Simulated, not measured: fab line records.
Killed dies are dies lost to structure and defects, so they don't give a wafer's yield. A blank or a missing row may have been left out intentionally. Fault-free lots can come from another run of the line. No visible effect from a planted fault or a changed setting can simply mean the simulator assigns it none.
Which of the tools did it? :: flow gf180mcu :: 42 wafers from 14 lots sampled at 4 of the route's 602 steps

## WHAT THE GAUGES SHOWED, per wafer
GF_TOP_METAL_RS_MEAS_05: uses a four-point probe to measure. Usual: TOP_METAL_ALCU_RS 0.03269 ohm/sq, standard deviation 0.00029.
lot: L573
measured: day 27 13:44
on: film-metro-02
TOP_METAL_ALCU_RS (ohm/sq): 0.03285 0.03324 0.03304
flag: 

lot: L574
measured: day 27 18:01
on: film-metro-04
TOP_METAL_ALCU_RS (ohm/sq): 0.03247 0.03235 0.03229
flag: 

lot: L575
measured: day 28 06:14
on: film-metro-02
TOP_METAL_ALCU_RS (ohm/sq): 0.03333 0.03294 0.03306
flag: 

lot: L576
measured: day 28 11:37
on: film-metro-02
TOP_METAL_ALCU_RS (ohm/sq): 0.03241 0.03322 0.03241
flag: 

lot: L581
measured: day 30 02:12
on: film-metro-01
TOP_METAL_ALCU_RS (ohm/sq): 0.0328 0.03251 0.03266
flag: 

lot: L582
measured: day 30 06:57
on: film-metro-04
TOP_METAL_ALCU_RS (ohm/sq): 0.03289 0.03297 0.03325
flag: 

lot: L584
measured: day 30 16:48
on: film-metro-04
TOP_METAL_ALCU_RS (ohm/sq): 0.03265 0.03297 0.03303
flag: 

lot: L585
measured: day 31 05:51
on: film-metro-01
TOP_METAL_ALCU_RS (ohm/sq): 0.03261 0.03277 0.03248
flag: 

lot: L590
measured: day 32 10:05
on: film-metro-04
TOP_METAL_ALCU_RS (ohm/sq): 0.0331 0.03293 0.03243
flag: 

lot: L591
measured: day 32 16:37
on: film-metro-01
TOP_METAL_ALCU_RS (ohm/sq): 0.03256 0.0327 0.03248
flag: 

lot: L592
measured: day 33 00:10
on: film-metro-01
TOP_METAL_ALCU_RS (ohm/sq): 0.03252 0.03266 0.03242
flag: 

lot: L593
measured: day 33 04:13
on: film-metro-01
TOP_METAL_ALCU_RS (ohm/sq): 0.03285 0.03327 0.03314
flag: 

lot: L594
measured: day 33 09:13
on: film-metro-02
TOP_METAL_ALCU_RS (ohm/sq): 0.03258 0.0328 0.0327
flag: 

lot: L595
measured: day 33 11:52
on: film-metro-01
TOP_METAL_ALCU_RS (ohm/sq): 0.0324 0.03256 0.03261
flag: 

GF_TOP_METAL_OVL_MEAS_15. Usual: TOP_METAL_OVL -0.7 nm, standard deviation 1.3.
lot: L573
measured: day 28 09:02
on: overlay-01
TOP_METAL_OVL (nm): -2.8 -1.2 -2.8
flag: 

lot: L574
measured: day 28 13:52
on: overlay-02
TOP_METAL_OVL (nm): -0.8 1.0 0.0
flag: 

lot: L575
measured: day 29 01:17
on: overlay-02
TOP_METAL_OVL (nm): -1.6 -1.9 -1.8
flag: 

lot: L576
measured: day 29 06:59
on: overlay-01
TOP_METAL_OVL (nm): -1.3 -1.3 -2.6
flag: 

lot: L581
measured: day 30 17:55
on: overlay-01
TOP_METAL_OVL (nm): 1.2 -0.4 -0.2
flag: 

lot: L582
measured: day 31 00:16
on: overlay-02
TOP_METAL_OVL (nm): 2.2 1.5 1.9
flag: 

lot: L584
measured: day 31 10:10
on: overlay-02
TOP_METAL_OVL (nm): -1.7 -4.6 -1.8
flag: 

lot: L585
measured: day 31 23:04
on: overlay-01
TOP_METAL_OVL (nm): -1.9 -1.1 -1.5
flag: 

lot: L590
measured: day 33 02:10
on: overlay-01
TOP_METAL_OVL (nm): -1.0 -1.5 -1.6
flag: 

lot: L591
measured: day 33 08:07
on: overlay-01
TOP_METAL_OVL (nm): -0.4 -0.6 1.5
flag: 

lot: L592
measured: day 33 15:37
on: overlay-01
TOP_METAL_OVL (nm): -1.2 -1.6 -0.7
flag: 

lot: L593
measured: day 33 20:19
on: overlay-02
TOP_METAL_OVL (nm): -0.2 0.4 0.6
flag: 

lot: L594
measured: day 34 00:40
on: overlay-02
TOP_METAL_OVL (nm): -1.8 -1.5 -1.0
flag: 

lot: L595
measured: day 34 02:50
on: overlay-02
TOP_METAL_OVL (nm): -2.4 -0.9 -1.2
flag: 

GF_PASSIVATION_BOW_MEAS_14. Usual: PASSIVATION_BOW 134 um, standard deviation 9.3.
lot: L573
measured: day 29 06:59
on: film-metro-03
PASSIVATION_BOW (um): 130 123 128
flag: 

lot: L574
measured: day 29 12:04
on: film-metro-03
PASSIVATION_BOW (um): 124 121 117
flag: 

lot: L575
measured: day 29 22:47
on: film-metro-04
PASSIVATION_BOW (um): 138 135 117
flag: 

lot: L576
measured: day 30 04:49
on: film-metro-02
PASSIVATION_BOW (um): 124 129 137
flag: 

lot: L581
measured: day 31 14:43
on: film-metro-03
PASSIVATION_BOW (um): 138 127 129
flag: 

lot: L582
measured: day 31 20:37
on: film-metro-02
PASSIVATION_BOW (um): 143 158 155
flag: 

lot: L584
measured: day 32 05:55
on: film-metro-03
PASSIVATION_BOW (um): 130 132 136
flag: 

lot: L585
measured: day 32 18:02
on: film-metro-02
PASSIVATION_BOW (um): 120 112 110
flag: 

lot: L590
measured: day 33 20:25
on: film-metro-02
PASSIVATION_BOW (um): 136 136 139
flag: 

lot: L591
measured: day 34 02:47
on: film-metro-02
PASSIVATION_BOW (um): 128 131 136
flag: 

lot: L592
measured: day 34 09:56
on: film-metro-02
PASSIVATION_BOW (um): 121 133 114
flag: 

lot: L593
measured: day 34 13:55
on: film-metro-04
PASSIVATION_BOW (um): 147 141 135
flag: 

lot: L594
measured: day 34 17:52
on: film-metro-02
PASSIVATION_BOW (um): 132 138 134
flag: 

lot: L595
measured: day 34 20:22
on: film-metro-02
PASSIVATION_BOW (um): 142 132 139
flag: 

## WHICH TOOL RAN EACH LOT (tool, then ch and the chambers of the sampled wafers, then the start)
lot: L573
GF_V5_CVD_23: cvd-w-01 ch 0,1, day 27 12:53

lot: L574
GF_V5_CVD_23: cvd-w-02 ch 0,1, day 27 17:11

lot: L575
GF_V5_CVD_23: cvd-w-02 ch 1, day 28 05:23

lot: L576
GF_V5_CVD_23: cvd-w-01 ch 0,1, day 28 10:47

lot: L581
GF_V5_CVD_23: cvd-w-01 ch 1, day 30 01:23

lot: L582
GF_V5_CVD_23: cvd-w-02 ch 0,1, day 30 06:08

lot: L584
GF_V5_CVD_23: cvd-w-01 ch 1, day 30 15:52

lot: L585
GF_V5_CVD_23: cvd-w-01 ch 0,1, day 31 05:01

lot: L590
GF_V5_CVD_23: cvd-w-02 ch 0,1, day 32 09:02

lot: L591
GF_V5_CVD_23: cvd-w-02 ch 0,1, day 32 15:47

lot: L592
GF_V5_CVD_23: cvd-w-02 ch 0,1, day 32 23:19

lot: L593
GF_V5_CVD_23: cvd-w-02 ch 0, day 33 03:17

lot: L594
GF_V5_CVD_23: cvd-w-01 ch 1, day 33 08:23

lot: L595
GF_V5_CVD_23: cvd-w-01 ch 0,1, day 33 11:01
- GF_V5_CVD_23: deposits W, target thk 350 nm, time 104.9 s.

## AS READ BY THE TOOLS THEMSELVES (means over the sampled wafers that have a number; for cases with no such wafer, the mark the record gives instead)
GF_V5_CVD_23. Usual: chamber-pressure-Torr 40.01 Torr, standard deviation 0.09; heater-power-w 827 W, standard deviation 42.
lot: L573
tool: cvd-w-01
chamber-pressure-Torr (Torr): 39.99
heater-power-w (W): 802
flag: 

lot: L574
tool: cvd-w-02
chamber-pressure-Torr (Torr): 39.76
heater-power-w (W): 829
flag: 

lot: L575
tool: cvd-w-02
chamber-pressure-Torr (Torr): 39.98
heater-power-w (W): 837
flag: 

lot: L576
tool: cvd-w-01
chamber-pressure-Torr (Torr): 39.99
heater-power-w (W): 837
flag: 

lot: L581
tool: cvd-w-01
chamber-pressure-Torr (Torr): 40.15
heater-power-w (W): 868
flag: 

lot: L582
tool: cvd-w-02
chamber-pressure-Torr (Torr): 40.01
heater-power-w (W): 821
flag: 

lot: L584
tool: cvd-w-01
chamber-pressure-Torr (Torr): 40.09
heater-power-w (W): 874
flag: 

lot: L585
tool: cvd-w-01
chamber-pressure-Torr (Torr): 40.03
heater-power-w (W): 809
flag: 

lot: L590
tool: cvd-w-02
chamber-pressure-Torr (Torr): 40.02
heater-power-w (W): 828
flag: 

lot: L591
tool: cvd-w-02
chamber-pressure-Torr (Torr): 40.07
heater-power-w (W): 838
flag: 

lot: L592
tool: cvd-w-02
chamber-pressure-Torr (Torr): 39.99
heater-power-w (W): 815
flag: 

lot: L593
tool: cvd-w-02
chamber-pressure-Torr (Torr): 40.11
heater-power-w (W): 818
flag: 

lot: L594
tool: cvd-w-01
chamber-pressure-Torr (Torr): 39.99
heater-power-w (W): 893
flag: 

lot: L595
tool: cvd-w-01
chamber-pressure-Torr (Torr): 40.01
heater-power-w (W): 808
flag: 

## THE ANSWER, worked out from the rows above alone
Rule: take the mean of a lot's wafers that have a number; if it is more than 3 standard deviations from the usual mean, the lot is off. A lot without any number at a reading at which 4 lots or more have one is off too. All remaining lots with rows at the step are treated as sound. After the gauges, taken in route order, come the tools' own readings; for these a lot's mean is taken, as printed above. At the first step where some lot is off, the reading lying furthest off is the one used; lots without a number count as furthest.
No lot is off on any of the readings shown, so nothing can be concluded from this.

## WHAT HAD BEEN PUT IN BY THE SIMULATOR
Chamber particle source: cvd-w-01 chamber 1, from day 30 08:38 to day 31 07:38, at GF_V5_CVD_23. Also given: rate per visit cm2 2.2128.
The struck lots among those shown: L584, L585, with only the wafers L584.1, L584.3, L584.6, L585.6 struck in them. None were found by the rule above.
